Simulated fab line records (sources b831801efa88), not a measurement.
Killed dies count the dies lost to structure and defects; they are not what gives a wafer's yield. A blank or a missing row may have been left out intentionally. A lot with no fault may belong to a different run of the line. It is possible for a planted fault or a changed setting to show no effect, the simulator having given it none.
Which tool was responsible? :: flow gf180mcu :: 14 lots, 42 wafers sampled, at 3 steps of a route of 602

## WHAT THE GAUGES SHOWED, per wafer
GF_NWELL_OVL_MEAS_07.
lot: L410
measured: day 3 10:02
on: overlay-01
NWELL_OVL (nm): 1.0 -0.5 0.7

lot: L411
measured: day 3 13:22
on: overlay-01
NWELL_OVL (nm): -1.9 -0.5 -2.6

lot: L415
measured: day 4 11:23
on: overlay-02
NWELL_OVL (nm): -1.3 -1.9 -0.7

lot: L417
measured: day 4 23:54
on: overlay-01
NWELL_OVL (nm): 3.4 3.6 3.2

lot: L418
measured: day 5 06:23
on: overlay-01
NWELL_OVL (nm): 1.7 1.8 0.8

lot: L423
measured: day 6 12:31
on: overlay-01
NWELL_OVL (nm): 0.4 1.8 2.3

lot: L424
measured: day 6 14:21
on: overlay-02
NWELL_OVL (nm): -0.1 0.1 0.3

lot: L425
measured: day 6 17:55
on: overlay-02
NWELL_OVL (nm): 2.7 1.5 1.6

lot: L427
measured: day 7 05:52
on: overlay-02
NWELL_OVL (nm): -2.2 -0.4 -0.3

lot: L428
measured: day 7 10:04
on: overlay-02
NWELL_OVL (nm): -1.7 -0.7 -1.6

lot: L429
measured: day 7 15:01
on: overlay-02
NWELL_OVL (nm): -1.5 -1.6 0.9

lot: L431
measured: day 8 02:32
on: overlay-01
NWELL_OVL (nm): 2.9 0.5 3.3

lot: L432
measured: day 8 06:09
on: overlay-01
NWELL_OVL (nm): -2.7 -0.5 -2.4

lot: L433
measured: day 8 13:14
on: overlay-02
NWELL_OVL (nm): 2.2 -0.6 1.3

GF_MVPSD_OVL_MEAS_07.
lot: L410
measured: day 5 04:03
on: overlay-01
MVPSD_OVL (nm): 0.6 1.5 1.6

lot: L411
measured: day 5 07:48
on: overlay-02
MVPSD_OVL (nm): 1.3 1.8 0.7

lot: L415
measured: day 6 07:43
on: overlay-01
MVPSD_OVL (nm): -0.3 0.1 -0.3

lot: L417
measured: day 6 21:25
on: overlay-02
MVPSD_OVL (nm): 1.7 -0.6 0.3

lot: L418
measured: day 7 03:19
on: overlay-02
MVPSD_OVL (nm): 1.0 -0.7 0.5

lot: L423
measured: day 8 13:01
on: overlay-01
MVPSD_OVL (nm): 2.8 2.5 3.3

lot: L424
measured: day 8 15:24
on: overlay-02
MVPSD_OVL (nm): -0.7 -0.8 -0.1

lot: L425
measured: day 8 18:10
on: overlay-02
MVPSD_OVL (nm): -1.1 -0.6 -1.0

lot: L427
measured: day 9 07:37
on: overlay-02
MVPSD_OVL (nm): -0.4 0.5 1.0

lot: L428
measured: day 9 12:00
on: overlay-02
MVPSD_OVL (nm): 0.2 -1.6 -0.9

lot: L429
measured: day 9 17:03
on: overlay-02
MVPSD_OVL (nm): 4.8 0.9 0.0

lot: L431
measured: day 10 06:43
on: overlay-02
MVPSD_OVL (nm): 0.8 -0.2 -2.7

lot: L432
measured: day 10 10:10
on: overlay-02
MVPSD_OVL (nm): 1.9 -0.4 2.0

lot: L433
measured: day 10 18:59
on: overlay-01
MVPSD_OVL (nm): 3.4 2.1 1.3

GF_VT_IMPLANT_OVL_MEAS_29.
lot: L410
measured: day 7 00:31
on: overlay-02
VT_IMPLANT_02_OVL (nm): -1.7 -1.8 -2.1

lot: L411
measured: day 7 04:31
on: overlay-02
VT_IMPLANT_02_OVL (nm): 1.1 0.4 0.3

lot: L415
measured: day 8 07:13
on: overlay-02
VT_IMPLANT_02_OVL (nm): -0.3 -1.2 0.1

lot: L417
measured: day 8 21:34
on: overlay-01
VT_IMPLANT_02_OVL (nm): -0.1 -0.9 0.6

lot: L418
measured: day 9 05:19
on: overlay-02
VT_IMPLANT_02_OVL (nm): -1.9 -0.7 -2.1

lot: L423
measured: day 10 17:04
on: overlay-01
VT_IMPLANT_02_OVL (nm): -0.9 -1.5 -0.2

lot: L424
measured: day 10 19:21
on: overlay-02
VT_IMPLANT_02_OVL (nm): 0.6 0.2 0.9

lot: L425
measured: day 10 22:40
on: overlay-02
VT_IMPLANT_02_OVL (nm): 0.7 1.3 2.2

lot: L427
measured: day 11 14:05
on: overlay-02
VT_IMPLANT_02_OVL (nm): -1.3 1.3 1.0

lot: L428
measured: day 11 18:04
on: overlay-02
VT_IMPLANT_02_OVL (nm): 0.5 -0.4 0.9

lot: L429
measured: day 12 01:00
on: overlay-01
VT_IMPLANT_02_OVL (nm): 0.5 1.2 1.9

lot: L431
measured: day 12 15:44
on: overlay-02
VT_IMPLANT_02_OVL (nm): 0.7 -0.8 0.4

lot: L432
measured: day 12 19:19
on: overlay-02
VT_IMPLANT_02_OVL (nm): -1.3 -0.2 -0.3

lot: L433
measured: day 13 04:30
on: overlay-01
VT_IMPLANT_02_OVL (nm): 0.2 -1.1 -0.1

## WHICH TOOL RAN EACH LOT (tool, then ch and the chambers of the sampled wafers, then the start)
Record: no process step prior to these readings.

## WHAT THE TOOLS THEMSELVES READ (means of the sampled wafers that have a number; where no wafer has one, the mark that the record gives instead)
The record holds no such reading with a usual standard deviation.

## THE ANSWER, worked out from the rows above alone
Rule: the usual values come from the lots themselves. Put in order of their means at a reading, lots are off if they are a third of the lots or fewer, leave a main group of 4 or more, and stand apart from it by a gap of 3 or more times the standard deviation of the main group's means; of several such gaps the widest counts. If all means in a main group match to the digits the tables above print for the reading, that group is not used. Also off: a lot with no number at a reading for which 4 or more lots have one. All remaining lots with rows at the step are treated as sound. Order of review: gauges by route order, followed by the tools' own readings, for which a lot's mean as printed above is used. The first step at which some lot is off is used, and at that step the reading that is off furthest; a lot without a number counts as furthest.
No lot is off on any of the readings shown, so nothing can be concluded from this.

## WHAT THE SIMULATOR HAD INSERTED
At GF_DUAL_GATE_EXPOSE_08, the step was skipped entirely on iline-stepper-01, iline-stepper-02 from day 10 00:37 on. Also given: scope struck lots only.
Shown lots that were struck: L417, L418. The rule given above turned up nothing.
